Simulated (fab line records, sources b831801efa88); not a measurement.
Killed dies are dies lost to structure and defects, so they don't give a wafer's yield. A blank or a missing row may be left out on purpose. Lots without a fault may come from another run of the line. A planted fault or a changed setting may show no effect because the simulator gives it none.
Problem report in the 8D (eight disciplines) form, filled by code | flow gf180mcu | the parts of the form that need people (team, actions taken, sign-off) are left out

1. THE PROBLEM
SALICIDE_TIN_RS at GF_SALICIDE_RS_MEAS_04 reads a mean of 23.6 ohm/sq on 1 wafer of 1 lot; wafers without a fault read 16.2 ohm/sq with a standard deviation of 0.35. That is +21 standard deviations from the usual mean.
The step: measures by four-point-probe.
First seen on wafer L392.1, day 21 14:04, on film_metro-01. The record holds 36 wafers of 12 lots with a number at this step. Rule for "out", or "out of limits": more than 4 standard deviations from the usual mean. The other wafers with a number count as sound.

2. WHAT IT IS AND WHAT IT IS NOT
question                    | is                | is not
which readings at this step | SALICIDE_TIN_RS   | -
which lots                  | L392              | L374, L375, L376, L377, L378, L381, L382, L385, L387, L388, L397
which wafers of those lots  | L392.1            | L392.2, L392.3
read on which gauges        | film_metro-01     | film_metro-03, film_metro-04
when                        | from day 21 14:04 | up to then (32 sound wafers); but 3 sound wafers of L397 came after

3. SUSPECTS, AND WHAT RULES EACH OUT
Counting: a tool at a process step up to the reading stays a suspect if it ran every lot that is out. Sound lots after the first of them don't rule it out here, since some wafers of a struck lot are sound.
- the gauge at GF_SALICIDE_RS_MEAS_04: kept. All the wafers that are out were read on film_metro-01, and no step on other tools shows them out.
- pvd_sputter-04 at GF_SALICIDE_SPUTTER_02 (material Co, target thk 10 nm, time 20 s): kept. It ran the lot that is out, L392 (day 21 14:01); its last sound lot up to then is L387 (day 19 22:17).
Left after counting: pvd_sputter-04 at GF_SALICIDE_SPUTTER_02, film_metro-01 at GF_SALICIDE_RS_MEAS_04.

4. THE CAUSE (what the simulator had put in)
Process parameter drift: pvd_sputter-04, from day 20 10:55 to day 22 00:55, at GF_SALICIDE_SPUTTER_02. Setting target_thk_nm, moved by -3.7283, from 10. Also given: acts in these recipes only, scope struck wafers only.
Counting left 2 suspects, and this tool is among them.

5. THE CHAIN OF EFFECTS, in route order
Each row: a reading whose mean over the struck wafers that have a number lies more than 3 standard deviations from the usual. Only readings for which the record gives a usual standard deviation are gone through. hours: the time from each lot's start at the first step in this table that gives one to its start at this step, as a median over the lots. sigmas: the change in usual standard deviations.
hours | step                   | reading         | usual       | on struck wafers | change | sigmas
0     | GF_SALICIDE_RS_MEAS_04 | SALICIDE_TIN_RS | 16.2 ohm/sq | 23.6             | +7.4   | +21

6. WHAT WOULD HAVE CAUGHT IT SOONER
In this record the first reading out of limits at a measuring or inspecting step was taken at day 21 14:04, 27 hours after the fault began at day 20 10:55.
Of the tool readings at GF_SALICIDE_SPUTTER_02 for which the record gives a usual standard deviation, none was out on any struck wafer, so an alarm limit of 4 standard deviations on them would not have fired.
All the lots that are out (1) had begun GF_SALICIDE_SPUTTER_02 on pvd_sputter-04 by day 21 14:04. A hold on the tool at that time would have spared none of them.
